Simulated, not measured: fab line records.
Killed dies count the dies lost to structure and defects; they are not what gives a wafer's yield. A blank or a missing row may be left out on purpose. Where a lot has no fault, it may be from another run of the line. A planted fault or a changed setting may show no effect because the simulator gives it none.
Which tool was responsible? | flow gf180mcu | 24 lots, 72 wafers sampled, at 5 steps of a route of 602

WHAT THE GAUGES READ, wafer by wafer
GF_PSD_RS_MEAS_14: measures by four-point-probe.
lot  | measured     | on            | NSD_RS (ohm/sq)
L074 | day 14 02:20 | film metro-03 | 46.08 46.09 46.04
L075 | day 14 13:37 | film metro-04 | 46.05 46.06 46.13
L076 | day 15 00:04 | film metro-01 | 46.06 46.05 46.08
L077 | day 15 04:32 | film metro-04 | 46.08 46.16 46.16
L078 | day 15 17:01 | film metro-01 | 46.06 45.99 45.98
L079 | day 15 23:55 | film metro-01 | 46.20 46.17 46.10
L080 | day 16 06:46 | film metro-03 | 46.16 46.13 46.31
L081 | day 17 05:43 | film metro-01 | 46.08 46.07 45.99
L082 | day 17 08:10 | film metro-03 | 46.08 46.15 46.16
L083 | day 17 14:19 | film metro-03 | 46.04 45.94 45.97
L084 | day 18 03:29 | film metro-04 | 46.01 46.06 46.06
L086 | day 18 15:51 | film metro-03 | 45.93 45.91 45.97
L085 | day 18 16:26 | film metro-01 | 46.26 46.10 46.10
L087 | day 19 02:30 | film metro-03 | 46.05 46.12 46.10
L088 | day 19 10:40 | film metro-01 | 46.07 45.99 46.07
L090 | day 19 23:25 | film metro-03 | 46.24 46.24 46.18
L089 | day 20 00:41 | film metro-03 | 46.01 46.00 46.09
L091 | day 20 07:46 | film metro-04 | 45.98 46.01 46.08
L092 | day 20 14:23 | film metro-01 | 46.14 45.97 46.04
L093 | day 20 21:56 | film metro-03 | 45.99 46.04 46.05
L094 | day 21 09:29 | film metro-01 | 45.98 46.02 46.04
L095 | day 21 15:47 | film metro-01 | 46.00 46.09 46.16
L096 | day 21 22:17 | film metro-01 | 46.13 46.17 46.04
L097 | day 22 08:07 | film metro-03 | 45.98 46.11 46.08

GF_CONTACT_RS_MEAS_25: measures by four-point-probe.
lot  | measured     | on            | CONTACT_W_RS (ohm/sq)
L074 | day 16 00:03 | film metro-02 | 0.387 0.381 0.388
L075 | day 16 11:23 | film metro-03 | 0.379 0.381 0.374
L076 | day 16 23:47 | film metro-03 | 0.372 0.380 0.373
L077 | day 17 04:00 | film metro-02 | 0.374 0.378 0.376
L078 | day 17 16:35 | film metro-03 | 0.377 0.376 0.377
L079 | day 17 23:29 | film metro-03 | 0.368 0.375 0.374
L080 | day 18 07:20 | film metro-01 | 0.386 0.378 0.381
L081 | day 19 08:11 | film metro-02 | 0.379 0.380 0.384
L082 | day 19 10:23 | film metro-03 | 0.384 0.386 0.385
L083 | day 19 17:28 | film metro-01 | 0.378 0.384 0.385
L084 | day 20 06:52 | film metro-03 | 0.383 0.383 0.378
L086 | day 20 18:57 | film metro-01 | 0.374 0.372 0.379
L085 | day 20 19:38 | film metro-02 | 0.383 0.379 0.383
L087 | day 21 05:41 | film metro-01 | 0.371 0.379 0.368
L088 | day 21 14:05 | film metro-01 | 0.384 0.376 0.384
L090 | day 22 01:17 | film metro-01 | 0.369 0.376 0.371
L089 | day 22 02:51 | film metro-02 | 0.382 0.380 0.376
L091 | day 22 10:07 | film metro-03 | 0.387 0.387 0.382
L092 | day 22 16:10 | film metro-03 | 0.383 0.379 0.374
L093 | day 22 23:06 | film metro-01 | 0.377 0.376 0.376
L094 | day 23 11:02 | film metro-02 | 0.387 0.378 0.388
L095 | day 23 16:21 | film metro-01 | 0.377 0.378 0.374
L096 | day 23 22:57 | film metro-03 | 0.378 0.376 0.373
L097 | day 24 08:43 | film metro-03 | 0.379 0.378 0.377

GF_CONTACT_THK_MEAS_26: measures by xrf.
lot  | measured     | on            | CONTACT_W_THK (nm)
L074 | day 16 00:10 | film metro-02 | 302 306 300
L075 | day 16 11:31 | film metro-03 | 310 307 315
L076 | day 16 23:55 | film metro-03 | 317 310 317
L077 | day 17 04:07 | film metro-02 | 313 311 313
L078 | day 17 16:42 | film metro-03 | 310 311 309
L079 | day 17 23:36 | film metro-03 | 317 315 314
L080 | day 18 07:27 | film metro-01 | 302 308 305
L081 | day 19 08:19 | film metro-02 | 305 307 304
L082 | day 19 10:30 | film metro-03 | 308 305 306
L083 | day 19 17:35 | film metro-01 | 310 304 304
L084 | day 20 06:58 | film metro-03 | 309 311 312
L086 | day 20 19:04 | film metro-01 | 309 311 303
L085 | day 20 19:45 | film metro-02 | 306 308 304
L087 | day 21 05:47 | film metro-01 | 312 306 315
L088 | day 21 14:12 | film metro-01 | 301 309 303
L090 | day 22 01:24 | film metro-01 | 317 310 314
L089 | day 22 02:58 | film metro-02 | 310 310 313
L091 | day 22 10:13 | film metro-03 | 305 304 308
L092 | day 22 16:16 | film metro-03 | 307 311 315
L093 | day 22 23:13 | film metro-01 | 308 309 312
L094 | day 23 11:09 | film metro-02 | 303 310 303
L095 | day 23 16:28 | film metro-01 | 310 310 313
L096 | day 23 23:04 | film metro-03 | 315 316 320
L097 | day 24 08:50 | film metro-03 | 310 313 312

GF_M1_THK_MEAS_06: measures by xrf.
lot  | measured     | on            | M1_ALCU_THK (nm)
L074 | day 16 00:52 | film metro-01 | 443 439 442
L075 | day 16 12:13 | film metro-03 | 445 450 448
L076 | day 17 00:39 | film metro-03 | 448 445 447
L077 | day 17 04:49 | film metro-01 | 451 456 450
L078 | day 17 17:24 | film metro-04 | 438 442 434
L079 | day 18 00:18 | film metro-04 | 450 449 450
L080 | day 18 08:09 | film metro-04 | 453 453 452
L081 | day 19 09:01 | film metro-03 | 450 446 448
L082 | day 19 11:12 | film metro-01 | 452 448 452
L083 | day 19 18:18 | film metro-03 | 459 462 455
L084 | day 20 07:40 | film metro-01 | 443 443 443
L086 | day 20 19:46 | film metro-03 | 445 448 448
L085 | day 20 20:27 | film metro-04 | 442 440 447
L087 | day 21 06:29 | film metro-04 | 446 446 446
L088 | day 21 14:56 | film metro-01 | 442 446 444
L090 | day 22 02:06 | film metro-01 | 443 442 446
L089 | day 22 03:40 | film metro-04 | 453 452 448
L091 | day 22 10:56 | film metro-04 | 441 444 441
L092 | day 22 16:58 | film metro-04 | 449 452 449
L093 | day 22 23:55 | film metro-03 | 442 444 448
L094 | day 23 11:51 | film metro-04 | 443 438 440
L095 | day 23 17:10 | film metro-03 | 436 433 440
L096 | day 23 23:46 | film metro-03 | 442 448 446
L097 | day 24 09:33 | film metro-03 | 452 448 447

WHICH TOOL RAN EACH LOT (tool, then ch and the chambers of the sampled wafers, then the start)
lot  | GF_SALICIDE_RTA_06
L074 | rtp anneal-01 ch 0, day 15 00:10
L075 | rtp anneal-02 ch 0, day 15 11:47
L076 | rtp anneal-01 ch 0, day 15 23:30
L077 | rtp anneal-02 ch 0, day 16 03:52
L078 | rtp anneal-01 ch 0, day 16 15:46
L079 | rtp anneal-02 ch 0, day 16 22:42
L080 | rtp anneal-01 ch 0, day 17 06:09
L081 | rtp anneal-02 ch 0, day 18 05:53
L082 | rtp anneal-02 ch 0, day 18 08:32
L083 | rtp anneal-02 ch 0, day 18 15:04
L084 | rtp anneal-02 ch 0, day 19 04:25
L086 | rtp anneal-02 ch 0, day 19 17:11
L085 | rtp anneal-02 ch 0, day 19 18:22
L087 | rtp anneal-01 ch 0, day 20 03:41
L088 | rtp anneal-01 ch 0, day 20 12:01
L090 | rtp anneal-01 ch 0, day 21 00:03
L089 | rtp anneal-01 ch 0, day 21 01:16
L091 | rtp anneal-02 ch 0, day 21 08:43
L092 | rtp anneal-02 ch 0, day 21 15:07
L093 | rtp anneal-01 ch 0, day 21 22:13
L094 | rtp anneal-02 ch 0, day 22 10:11
L095 | rtp anneal-01 ch 0, day 22 15:47
L096 | rtp anneal-02 ch 0, day 22 22:02
L097 | rtp anneal-02 ch 0, day 23 08:10
- GF_SALICIDE_RTA_06: time 30 s.

WHAT THE TOOLS THEMSELVES READ (means of the sampled wafers that have a number; where no wafer has one, the mark that the record gives instead)
GF_SALICIDE_RTA_06.
lot  | tool          | chamber o2 ppm | lamp power pct (%) | wafer_temp_C_max
L074 | rtp anneal-01 | 2.006          | 7.0                | 531.5
L075 | rtp anneal-02 | 2.020          | 5.5                | 531.2
L076 | rtp anneal-01 | 2.009          | 7.0                | 531.7
L077 | rtp anneal-02 | 1.992          | 5.5                | 531.5
L078 | rtp anneal-01 | 2.033          | 7.0                | 532.0
L079 | rtp anneal-02 | 1.999          | 5.5                | 531.3
L080 | rtp anneal-01 | 1.990          | 7.0                | 531.4
L081 | rtp anneal-02 | 1.996          | 5.5                | 530.9
L082 | rtp anneal-02 | 1.985          | 5.5                | 531.3
L083 | rtp anneal-02 | 1.974          | 5.5                | 532.2
L084 | rtp anneal-02 | 1.994          | 5.5                | 531.3
L086 | rtp anneal-02 | 1.998          | 5.5                | 531.5
L085 | rtp anneal-02 | 2.007          | 5.5                | 531.2
L087 | rtp anneal-01 | 2.013          | 7.0                | 531.8
L088 | rtp anneal-01 | 2.040          | 7.0                | 531.5
L090 | rtp anneal-01 | 2.020          | 7.0                | 531.3
L089 | rtp anneal-01 | 1.996          | 7.0                | 532.1
L091 | rtp anneal-02 | 2.011          | 5.5                | 531.3
L092 | rtp anneal-02 | 1.998          | 5.5                | 531.0
L093 | rtp anneal-01 | 2.027          | 7.0                | 531.6
L094 | rtp anneal-02 | 2.010          | 5.5                | 531.2
L095 | rtp anneal-01 | 2.032          | 7.0                | 531.7
L096 | rtp anneal-02 | 2.003          | 5.5                | 531.4
L097 | rtp anneal-02 | 2.022          | 5.5                | 531.6

THE ANSWER, worked out from the rows above alone
Rule: the usual values come from the lots themselves. Put in order of their means at a reading, lots are off if they are a third of the lots or fewer, leave a main group of 4 or more, and stand apart from it by a gap of 3 or more times the standard deviation of the main group's means; of several such gaps the widest counts. If all means in a main group match to the digits the tables above print for the reading, that group is not used. Also off: a lot with no number at a reading for which 4 or more lots have one. The other lots that the step has rows for count as sound. First the gauges in route order, then the tools' own readings, where a lot's mean is used as printed above. The first step at which some lot is off is used, and at that step the reading that is off furthest; a lot without a number counts as furthest.
No lot is off on any of the readings shown, so nothing can be concluded from this.

WHAT HAD BEEN PUT IN BY THE SIMULATOR
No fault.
